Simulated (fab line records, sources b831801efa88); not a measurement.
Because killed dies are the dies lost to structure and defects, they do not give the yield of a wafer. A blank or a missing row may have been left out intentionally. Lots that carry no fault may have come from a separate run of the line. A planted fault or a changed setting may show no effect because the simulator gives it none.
Comparing a struck lot with a sound one | flow sky130 | 14 out of 708 route steps
Sound: the wafers L263.2, L263.3, L263.5. Wafers L264.2, L264.4, L264.5 were the ones struck. Last of all comes the cause.
Per side, at each step with rows, come the tool, then ch with its chambers, and then its first start. Under that, the readings that differ: sound wafers | struck wafers | difference of the means | sigmas: that difference in standard deviations of wafers without a fault.
alike: words and numbers the same on both sides, and readings whose means are apart by under 2 such deviations; not compared: readings that were withheld, readings missing a value for some wafer, numbers with overlapping values and no deviation given by the record, and bounds like >300 which may hide the same value.
The two part at a step that has a row with sigmas, a row that says differs or no value, or rows on one side only. Non-overlapping numbers with no deviation appear without sigmas and do not part them. A reading that every wafer of one side lacks parts them only if that side has two wafers or more.

SKY_METAL4_SPUTTER_02: material AlCu, target thk 735 nm, time 39.1 s.
  sound on pvd sputter-04 at day 42 02:52; struck on pvd sputter-03 at day 42 06:45
  alike: throttle valve pct
SKY_METAL4_SPUTTER_03: material Ti, target thk 5 nm, time 3.3 s.
  sound on pvd sputter-04 at day 42 02:55; struck on pvd sputter-03 at day 42 06:47
  alike: throttle valve pct
SKY_METAL4_SPUTTER_04: material TiN, target thk 70 nm, time 58.3 s.
  sound on pvd sputter-04 at day 42 02:56; struck on pvd sputter-03 at day 42 06:49
  alike: throttle valve pct
SKY_CAP2M_CVD_00: deposits SiO2, target thk 15.5 nm.
  sound on pecvd-04 ch 0,1,2, day 42 02:59; struck on pecvd-04 ch 0,1,2, day 42 06:52
  alike: heater power w
SKY_CAP2M_THK_MEAS_01:
  sound on film metro-02 at day 42 03:01; struck on film metro-04 at day 42 06:53
  alike: CAP2M_CVD_00_THK
SKY_CAP2M_SPUTTER_02: material TiN, target thk 200 nm, time 166.7 s.
  sound on pvd sputter-02 at day 42 03:04; struck on pvd sputter-02 at day 42 06:56
  alike: throttle valve pct
SKY_CAP2M_RS_MEAS_03: the measuring method here is four-point-probe.
  sound on film metro-01 at day 42 03:11; struck on film metro-01 at day 42 07:07
  alike: CAP2M_TIN_RS
SKY_CAP2M_THK_MEAS_04: measures by xrf.
  sound on film metro-01 at day 42 03:18; struck on film metro-01 at day 42 07:13
  alike: CAP2M_TIN_THK
then, 4 steps without rows for these wafers: SKY_CAP2M_DEHYDRATE_05 (time 60 s); SKY_CAP2M_HMDS_06 (prime time 60 s); SKY_CAP2M_COAT_07 (resist thk 1140 nm); SKY_CAP2M_SOFTBAKE_08 (time 60 s).
SKY_CAP2M_EXPOSE_09: exposes mask CAP2M, target cd 1000 nm.
  struck on iline stepper-01, day 42 18:06; sound on iline stepper-01 ch 0, day 42 14:45
  no value came back on the struck wafers for exposure dose mJ cm2, focus offset nm (nm); on the sound wafers exposure dose mJ cm2 reads 158.76 158.77 159.01
  alike: mask
following that, these wafers have no rows for 1 step: SKY_CAP2M_PEB_10.

WHERE THEY PART
Only at SKY_CAP2M_EXPOSE_09, as far as this record shows.

WHY: the cause the simulator had injected
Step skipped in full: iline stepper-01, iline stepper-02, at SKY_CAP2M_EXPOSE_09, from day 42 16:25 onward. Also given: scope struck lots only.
